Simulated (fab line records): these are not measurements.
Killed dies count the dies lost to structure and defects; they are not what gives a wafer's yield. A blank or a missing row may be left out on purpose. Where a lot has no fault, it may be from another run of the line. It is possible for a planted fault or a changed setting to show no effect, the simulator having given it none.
fab line records	flow sky130
[record] lots = 7	wafers = 21	last_day = 50
route steps=708 shown VIA1@471 METAL2@483 PAD_OPEN@708
lots with no fault: from the same line, run without faults
start_h: hours from the record's opening day to when the first of the lot's shown wafers began	wait_h: hours elapsed since this lot's preceding step	" unchanged from the row above	L1.1+2: one row covering several wafers at once	- no value, or no start was given	* or withheld: withheld	< > ~ a bound
route shown NAME@n: NAME is a module with steps in the file, n the number in the route of the first one	usual: mean/standard deviation taken from wafers without a fault	same: alike in all rows	chamber/n: place in a boat	sites: the reading at each site	_std_site: how widely they spread, as a standard deviation	_edge_site: inner sites' mean taken away from outer sites' mean	radius_mm: how far each site lies from the wafer's centre	mask NAME#n: copy n	behind: tool/chamber where the wafer was last shaped	hold: why the lot went on hold/how many hours it stayed there/how the hold came to an end	device: the n, p or np transistor that did not switch	end of line: the route-end tests of the same wafers	a step without rows: its recipe alone	killed: count of dies lost to structure and defects at first sort (not the wafer's yield)	map: dies across one wafer; x = killed, . = not, _ = none there
set.NAME: the run value of the setting; set.NAME@STEP: its run value at that earlier step	model.NAME: the simulator's own value behind a step, which no gauge read
lots at some steps of the route; a table a step, a row a wafer
services: the hour from which a tool's chamber was out of use, counted from the record's first day as start_h (under 0 if before that day), plus the number of hours and why
[[steps]]
[step SKY_VIA1_OVL_MEAS_13]
[usual] VIA1_OVL = -2/4.8
lot.wafer	tool	chamber	start_h	wait_h	VIA1_OVL[nm]
L772.1	overlay-01	-	845.60	0.1	-3
L772.5	"	-	"	"	-3
L772.6	"	-	"	"	-2
L775.1	overlay-02	-	866.75	0.1	-3
L775.2	"	-	"	"	-2
L775.6	"	-	"	"	0
L782.4	overlay-02	-	917.77	0.1	5
L782.5	"	-	"	"	-6
L782.6	"	-	"	"	6
L781.1	overlay-01	-	918.92	0.1	6
L781.2	"	-	"	"	-2
L781.6	"	-	"	"	-5
L783.1	overlay-02	-	922.30	0.1	6
L783.2	"	-	"	"	-2
L783.4	"	-	"	"	0
L785.1	overlay-02	-	937.11	0.1	-8
L785.3	"	-	"	"	0
L785.4	"	-	"	"	-2
L787.1	overlay-02	-	946.60	0.1	-7
L787.3	"	-	"	"	-6
L787.6	"	-	"	"	-4
[step SKY_VIA1_ETCH_14]
[recipe] chemistry = N2/H2	target = BARC	ion_energy_ev = 200	source_w = 500	bias_w = 100	pressure_mtorr = 30	n2_flow_sccm = 100	h2_flow_sccm = 200	stop_on = SiO2	time_s = 45.9	target_depth_a = 600
[usual] drypump_motor_current_A = 5.9/0.41	oes_product_au = 0.856/0.0045	throttle_valve_pct = 13.225/0.0091
lot.wafer	tool	chamber	start_h	wait_h	drypump_motor_current_A	oes_product_au	rf_hours_counter_h	throttle_valve_pct
L772.1	rie_diel-04	2	845.64	0.0	6.0	0.855	20	13.202
L772.5	"	3	"	"	6.1	0.862	-	13.232
L772.6	"	2	"	"	6.0	0.850	-	13.243
L775.1	rie_diel-01	2	866.79	0.0	6.3	0.852	11	13.226
L775.2	"	3	"	"	6.2	0.861	0	13.213
L775.6	"	2	"	"	6.3	0.855	-	13.209
L782.4	rie_diel-01	2	917.81	0.0	6.3	0.860	-	13.215
L782.5	"	1	"	"	6.1	0.861	-	13.220
L782.6	"	0	"	"	6.0	0.855	-	13.224
L781.1	rie_diel-04	3	918.96	0.0	6.1	0.857	11	13.216
L781.2	"	2	"	"	5.9	0.847	22	13.216
L781.6	"	0	"	"	5.2	0.859	-	13.230
L783.1	rie_diel-03	2	922.33	0.0	5.1	0.853	21	13.238
L783.2	"	3	"	"	6.1	0.854	21	13.223
L783.4	"	1	"	"	4.9	0.852	22	13.224
L785.1	rie_diel-04	0	937.15	0.0	5.3	0.851	4	13.218
L785.3	"	2	"	"	5.9	0.855	22	13.221
L785.4	"	1	"	"	6.0	0.858	10	13.237
L787.1	rie_diel-01	3	946.63	0.0	6.2	0.860	2	13.228
L787.3	"	0	"	"	6.0	0.864	16	13.228
L787.6	"	0	"	"	6.0	0.857	-	13.216
[step SKY_VIA1_ETCH_15]
[recipe] target = SiO2	chemistry = C4F8/O2/Ar	target_depth_nm = 351	stop_on = TiN	mask_material = KrF-thick	source_w = 1500	bias_w = 1200	pressure_mtorr = 40	c4f8_flow_sccm = withheld	O2_flow_sccm = 6	Ar_flow_sccm = 300	time_s = 54
[usual] oes_product_au = 0.980/0.0059
lot.wafer	tool	chamber	start_h	wait_h	oes_product_au	rf_hours_counter_h
L772.1	rie_diel-04	2	845.68	0.0	0.977	20
L772.5	"	3	"	"	0.980	-
L772.6	"	2	"	"	0.987	-
L775.1	rie_diel-01	2	866.83	0.0	0.984	11
L775.2	"	3	"	"	0.971	0
L775.6	"	2	"	"	0.986	-
L782.4	rie_diel-01	2	917.85	0.0	0.976	-
L782.5	"	1	"	"	0.983	-
L782.6	"	0	"	"	0.979	-
L781.1	rie_diel-04	3	919.00	0.0	0.977	11
L781.2	"	2	"	"	0.976	22
L781.6	"	0	"	"	0.983	-
L783.1	rie_diel-03	2	922.38	0.0	0.978	21
L783.2	"	3	"	"	0.975	22
L783.4	"	1	"	"	0.978	22
L785.1	rie_diel-04	0	937.19	0.0	0.984	4
L785.3	"	2	"	"	0.977	22
L785.4	"	1	"	"	0.975	10
L787.1	rie_diel-01	3	946.68	0.0	0.984	2
L787.3	"	0	"	"	0.983	16
L787.6	"	0	"	"	0.989	-
[step SKY_VIA1_STRIP_16]
[recipe] chemistry = O2/N2	power_w = 1400	pressure_mtorr = 1500	platen_temp_c = withheld	o2_flow_sccm = 3000	n2_flow_sccm = 300	overash_fraction = 0.5
[step SKY_VIA1_STRIP_17]
[recipe] chemistry = post_etch_residue_remover	time_s = 1200	temp_c = 72.5
[step SKY_VIA1_CLEAN_18]
[recipe] chemistry = IPA	time_s = 180	temp_c = 25
[step SKY_VIA1_CLEAN_19]
[recipe] chemistry = O3/DIW	dry = n2_spin
[step SKY_VIA1_SPUTTER_20]
[recipe] material = TiN	target_thk_nm = 20	chamber_pressure_pa = 5	power_w = 4000	time_s = 80
[step SKY_VIA1_CVD_21]
[recipe] material = W	target_thk_nm = 270	time_s = 80.902	temp_c = 400	pressure_torr = 40
[usual] heater_power_w = 890/51
lot.wafer	tool	chamber	start_h	wait_h	heater_power_w
L772.1	cvd_w-01	1	846.72	0.0	858
L772.5	"	1	"	"	829
L772.6	"	0	"	"	936
L775.1	cvd_w-01	0	867.53	0.0	899
L775.2	"	1	"	"	877
L775.6	"	1	"	"	837
L782.4	cvd_w-02	1	918.65	0.1	952
L782.5	"	0	"	"	931
L782.6	"	1	"	"	955
L781.1	cvd_w-01	0	919.70	0.0	836
L781.2	"	1	"	"	816
L781.6	"	1	"	"	817
L783.1	cvd_w-01	0	923.08	0.0	814
L783.2	"	1	"	"	810
L783.4	"	1	"	"	801
L785.1	cvd_w-01	1	937.89	0.0	800
L785.3	"	0	"	"	871
L785.4	"	1	"	"	820
L787.1	cvd_w-02	0	947.38	0.0	915
L787.3	"	1	"	"	968
L787.6	"	1	"	"	971
[step SKY_VIA1_RS_MEAS_22]
[recipe] thk_meas_gauge = four-point-probe	reads = W_of_VIA1_CVD_21+TiN_of_VIA1_SPUTTER_20
[usual] VIA1_W_RS = 0.430/0.0049
lot.wafer	tool	chamber	start_h	wait_h	VIA1_W_RS[ohm/sq]
L772.1	film_metro-04	-	846.82	0.1	0.428
L772.5	"	-	"	"	0.433
L772.6	"	-	"	"	0.429
L775.1	film_metro-01	-	867.62	0.1	0.436
L775.2	"	-	"	"	0.427
L775.6	"	-	"	"	0.434
L782.4	film_metro-01	-	918.77	0.1	0.431
L782.5	"	-	"	"	0.433
L782.6	"	-	"	"	0.428
L781.1	film_metro-04	-	919.79	0.1	0.433
L781.2	"	-	"	"	0.422
L781.6	"	-	"	"	0.421
L783.1	film_metro-04	-	923.17	0.1	0.428
L783.2	"	-	"	"	0.418
L783.4	"	-	"	"	0.423
L785.1	film_metro-02	-	937.98	0.1	0.420
L785.3	"	-	"	"	0.431
L785.4	"	-	"	"	0.428
L787.1	film_metro-02	-	947.47	0.1	0.425
L787.3	"	-	"	"	0.425
L787.6	"	-	"	"	0.422
[step SKY_VIA1_THK_MEAS_23]
[recipe] thk_meas_gauge = xrf	reads = W_of_VIA1_CVD_21
[usual] VIA1_W_THK = 267/3.8
lot.wafer	tool	chamber	start_h	wait_h	VIA1_W_THK[nm]
L772.1	film_metro-04	-	846.94	0.1	272
L772.5	"	-	"	"	269
L772.6	"	-	"	"	272
L775.1	film_metro-01	-	867.74	0.1	265
L775.2	"	-	"	"	270
L775.6	"	-	"	"	267
L782.4	film_metro-01	-	918.86	0.1	267
L782.5	"	-	"	"	265
L782.6	"	-	"	"	268
L781.1	film_metro-04	-	919.91	0.1	268
L781.2	"	-	"	"	273
L781.6	"	-	"	"	273
L783.1	film_metro-04	-	923.29	0.1	270
L783.2	"	-	"	"	277
L783.4	"	-	"	"	272
L785.1	film_metro-02	-	938.10	0.1	275
L785.3	"	-	"	"	266
L785.4	"	-	"	"	268
L787.1	film_metro-02	-	947.59	0.1	270
L787.3	"	-	"	"	271
L787.6	"	-	"	"	272
[step SKY_VIA1_CMP_24]
[recipe] stop_on = SiO2	t_overpolish_s = 15	down_force_psi = 3.5	platen_rpm = 60	target_thk_nm = 0	pad_velocity_m_s = 0.94248
[usual] head_pressure_psi = 3.500/0.008	motor_current_A = 10.5/1.2	overpolish_run_s = 15.000/0.0089	time_to_endpoint_s = 64.6/3
lot.wafer	tool	chamber	start_h	wait_h	head_pressure_psi	motor_current_A	overpolish_run_s	time_to_endpoint_s
L772.1	cmp-02	2	847.10	0.1	3.506	12.4	14.997	64.0
L772.5	"	0	"	"	3.495	8.6	14.999	67.0
L772.6	"	1	"	"	3.499	10.5	15.013	68.2
L775.1	cmp-02	1	867.80	0.1	3.511	10.0	14.996	67.2
L775.2	"	0	"	"	3.503	8.7	14.978	62.4
L775.6	"	2	"	"	3.514	12.6	15.005	64.3
L782.4	cmp-01	2	919.54	0.7	3.501	9.3	15.003	64.1
L782.6	"	1	"	"	3.512	9.0	15.004	62.1
L782.5	"	2	"	"	3.495	9.3	15.002	63.7
L781.2	cmp-01	1	919.97	0.0	3.491	8.9	14.992	64.9
L781.1	"	2	"	"	3.493	9.7	14.994	61.7
L781.6	"	1	"	"	3.496	8.6	14.992	64.0
L783.4	cmp-01	2	923.35	0.0	3.496	9.4	14.990	66.2
L783.2	"	3	"	"	3.499	11.6	15.005	61.5
L783.1	"	0	"	"	3.506	10.5	14.991	58.5
L785.4	cmp-01	0	938.16	0.0	3.493	11.4	14.991	62.6
L785.1	"	2	"	"	3.497	9.4	15.000	61.3
L785.3	"	3	"	"	3.509	10.0	15.009	59.1
L787.3	cmp-01	1	947.65	0.0	3.514	8.7	14.997	64.0
L787.1	"	0	"	"	3.500	11.5	14.995	60.1
L787.6	"	1	"	"	3.515	9.0	15.005	66.1
[step SKY_METAL2_SPUTTER_00]
[recipe] material = Ti	target_thk_nm = 15	power_w = 3000	time_s = 10	chamber_pressure_pa = 0.4
[usual] throttle_valve_pct = 30.2/0.93
lot.wafer	tool	chamber	start_h	wait_h	throttle_valve_pct	model.Ti_of_METAL2_SPUTTER_00.thk_nm
L772.1	pvd_sputter-01	-	847.30	0.1	31.5	15.03
L772.5	"	-	"	"	31.1	15.03
L772.6	"	-	"	"	31.6	15.09
L775.1	pvd_sputter-02	-	868.10	0.2	30.5	14.9
L775.2	"	-	"	"	30.6	15.06
L775.6	"	-	"	"	30.8	14.86
L782.4	pvd_sputter-01	-	919.80	0.2	31.5	14.37
L782.5	"	-	"	"	28.8	14.44
L782.6	"	-	"	"	30.9	14.36
L781.1	pvd_sputter-02	-	920.27	0.2	30.6	15.08
L781.2	"	-	"	"	29.8	15.17
L781.6	"	-	"	"	30.5	15.12
L783.1	pvd_sputter-01	-	923.65	0.1	28.7	14.03
L783.2	"	-	"	"	31.3	13.96
L783.4	"	-	"	"	31.2	14.06
L785.1	pvd_sputter-02	-	938.46	0.1	29.7	14.92
L785.3	"	-	"	"	30.2	14.91
L785.4	"	-	"	"	29.7	14.84
L787.1	pvd_sputter-01	-	947.95	0.1	28.6	14.42
L787.3	"	-	"	"	31.0	14.3
L787.6	"	-	"	"	29.1	14.24
[step SKY_METAL2_SPUTTER_01]
[recipe] material = TiN	target_thk_nm = 20	power_w = 6500	time_s = 16.7	chamber_pressure_pa = 0.4
[usual] throttle_valve_pct = 30.2/0.94
lot.wafer	tool	chamber	start_h	wait_h	throttle_valve_pct
L772.1	pvd_sputter-01	-	847.32	0.0	31.7
L772.5	"	-	"	"	31.0
L772.6	"	-	"	"	31.5
L775.1	pvd_sputter-02	-	868.13	0.0	30.5
L775.2	"	-	"	"	30.2
L775.6	"	-	"	"	30.8
L782.4	pvd_sputter-01	-	919.83	0.0	32.0
L782.5	"	-	"	"	29.0
L782.6	"	-	"	"	30.9
L781.1	pvd_sputter-02	-	920.29	0.0	30.3
L781.2	"	-	"	"	29.7
L781.6	"	-	"	"	30.5
L783.1	pvd_sputter-01	-	923.68	0.0	29.0
L783.2	"	-	"	"	30.7
L783.4	"	-	"	"	30.9
L785.1	pvd_sputter-02	-	938.48	0.0	29.7
L785.3	"	-	"	"	30.4
L785.4	"	-	"	"	30.0
L787.1	pvd_sputter-01	-	947.97	0.0	29.4
L787.3	"	-	"	"	31.0
L787.6	"	-	"	"	28.9
[step SKY_PAD_OPEN_PROBE_99]
[usual] defect_limited_yield = 82.4/1.9	killed_at_M0_to_M3 = 43/7.1	killed_at_M4_up = 3.2/1.7	killed_at_contacts = 24/5.6	killed_at_front_end = 16/5	killed_at_other = 0.4/0.68	killed_dies = 86/9.3	killed_open = 47/7.1	killed_short = 39/5.7	sort_bin_3_pad_short = 0.9/0.38	sort_bin_5_function = 10.4/1.5	sort_bin_6_memory = 6.3/1.3	sort_n_pass = 406/9.3	sort_yield_pct = 82.4/1.9
[same] gross_dies = 492	killed_at_back_side = 0	sort_bin_4_leakage[%] = 0	sort_bin_8_speed[%] = 0
lot.wafer	tool	chamber	start_h	wait_h	defect_limited_yield[%]	killed_at_M0_to_M3	killed_at_M4_up	killed_at_contacts	killed_at_front_end	killed_at_other	killed_dies	killed_open	killed_short	sort_bin_3_pad_short[%]	sort_bin_5_function[%]	sort_bin_6_memory[%]	sort_n_pass	sort_yield_pct[%]
L772.1	prober-01	-	1116.85	0.1	82.3	48	5	22	12	0	87	46	41	1.6	10.6	5.5	405	82.3
L772.5	prober-01	-	1117.05	0.2	78.3	56	3	25	23	0	107	57	50	1.0	12.8	7.9	385	78.3
L772.6	prober-01	-	1117.10	0.2	83.7	44	1	20	15	0	80	47	33	1.0	10.2	5.1	412	83.7
// killed by level:class
L772.1 LI_CONTACT:geometric_particle:open=11 METAL2:geometric_particle:short=8 METAL1:geometric_particle:short=8 VIA1:geometric_particle:short=8 VIA1:geometric_particle:open=8 CONTACT:geometric_particle:open=7 VIA2:geometric_particle:open=5 FIELD_ISO:geometric_particle:short=4
L772.5 VIA1:geometric_particle:open=13 METAL1:geometric_particle:short=11 FIELD_ISO:geometric_particle:open=10 VIA1:geometric_particle:short=10 LI_CONTACT:geometric_particle:open=9 CONTACT:geometric_particle:open=6 VIA3:geometric_particle:open=5 VIA2:geometric_particle:open=5
L772.6 VIA1:geometric_particle:open=10 CONTACT:geometric_particle:open=8 VIA3:geometric_particle:open=7 LI_CONTACT:geometric_particle:open=6 VIA1:geometric_particle:short=6 FIELD_ISO:geometric_particle:open=5 FIELD_ISO:geometric_particle:short=5 VIA2:geometric_particle:open=5
[[services]]
tool	chamber	start_h	hours	kind
rie_diel-01	-	829.38	1.8	repair
rie_diel-03	3	830.92	19.2	repair
pvd_sputter-02	-	831.83	20.9	repair
pvd_sputter-02	-	839.97	14.8	repair
rie_diel-03	2	848.33	6.5	repair
cmp-01	-	848.83	0.5	repair
cmp-01	-	871.80	1.1	repair
cvd_w-01	0	874.29	14.7	repair
cvd_w-01	1	875.63	6.7	repair
rie_diel-04	3	876.71	6.6	repair
rie_diel-01	1	897.52	3.9	repair
cmp-01	-	898.04	2.2	repair
cvd_w-01	-	904.00	14.0	pm
pvd_sputter-01	2	910.19	-	consumable_replace:kit
pvd_sputter-01	2	910.19	18.0	scheduled_down
pvd_sputter-01	2	910.19	18.0	vent_cycle
cmp-01	-	911.34	2.5	repair
rie_diel-01	3	913.37	9.5	repair
cmp-01	-	913.86	4.0	pm
rie_diel-03	-	915.03	7.1	repair
cmp-02	-	917.86	5.5	pm
cmp-02	-	922.72	5.8	repair
rie_diel-01	2	931.53	2.8	repair
cmp-01	-	941.29	1.3	repair
[[key]]
first_sign none at tools or gauges
[model_effect] step = SKY_METAL2_SPUTTER_00	value = Ti_of_METAL2_SPUTTER_00.thk_nm	without = 15.02	struck = 14.24
met_at SKY_METAL2_SPUTTER_00
struck_wafers L782.4,L782.5,L782.6,L783.1,L783.2,L783.4,L787.1,L787.3,L787.6
onset_between 847.30 919.80
[fault] kind = process_parameter_drift	tool = pvd_sputter-01	chamber = -	onset_h = 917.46	steps = SKY_METAL2_SPUTTER_00	channel = time_s	offset = *	shape = step	end_h = 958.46	acts_in = *	stated = *
